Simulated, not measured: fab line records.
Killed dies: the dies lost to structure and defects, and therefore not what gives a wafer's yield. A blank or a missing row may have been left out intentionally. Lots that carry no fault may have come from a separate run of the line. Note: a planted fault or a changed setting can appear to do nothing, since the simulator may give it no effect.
Which tool was responsible? | flow gf180mcu | 18 wafers from 6 lots sampled at 2 of the route's 602 steps

## WHAT EACH GAUGE READ, for each wafer
GF_M5_CD_MEAS_07: target cd 280 nm.
lot  | measured     | on        | cd_nm (nm)
L593 | day 26 21:41 | cd_sem-02 | 278.9 279.1 278.3
L596 | day 27 09:55 | cd_sem-01 | 279.1 280.0 280.6
L597 | day 28 01:03 | cd_sem-02 | 280.7 280.0 279.3
L599 | day 28 22:56 | cd_sem-01 | 281.6 280.6 281.1
L601 | day 29 10:08 | cd_sem-01 | 243.2 280.2 280.5
L613 | day 32 08:17 | cd_sem-02 | 279.0 278.2 278.8

## WHAT TOOL EACH LOT RAN ON (gives the tool, then ch and the chambers of the sampled wafers, and finally the start)
lot  | GF_M5_EXPOSE_04
L593 | krf_scanner-01 ch 0, day 26 11:38
L596 | krf_scanner-01 ch 0, day 27 00:47
L597 | krf_scanner-02 ch 0, day 27 14:55
L599 | krf_scanner-02 ch 0, day 28 13:42
L601 | krf_scanner-01 ch 0, day 29 00:41
L613 | krf_scanner-02 ch 0, day 31 23:59
- GF_M5_EXPOSE_04: exposes mask Metal5, target cd 280 nm.

## THE ANSWER, worked out from the rows above alone
Rule: usual is defined by the lots themselves. Put in order of their means at a reading, lots are off if they are a third of the lots or fewer, leave a main group of 4 or more, and stand apart from it by a gap of 3 or more times the standard deviation of the main group's means; of several such gaps the widest counts. A main group whose means are all the same, to the digits that the tables above print for the reading, isn't used. Also off: a lot with no number at a reading for which 4 or more lots have one. The other lots that the step has rows for count as sound.
Off, at GF_M5_CD_MEAS_07 on cd_nm: L601. Main group: mean 279.7 nm, sd 0.9.
If a tool, at a process step before that reading, ran all the lots that are off and no sound lot after the first of them, it fits. Gauges at GF_M5_CD_MEAS_07: tried the same way as those tools. This does not decide it: 2 tools fit, namely krf_scanner-01 at GF_M5_EXPOSE_04 and cd_sem-01 at GF_M5_CD_MEAS_07.

## WHAT WAS PUT IN BY THE SIMULATOR
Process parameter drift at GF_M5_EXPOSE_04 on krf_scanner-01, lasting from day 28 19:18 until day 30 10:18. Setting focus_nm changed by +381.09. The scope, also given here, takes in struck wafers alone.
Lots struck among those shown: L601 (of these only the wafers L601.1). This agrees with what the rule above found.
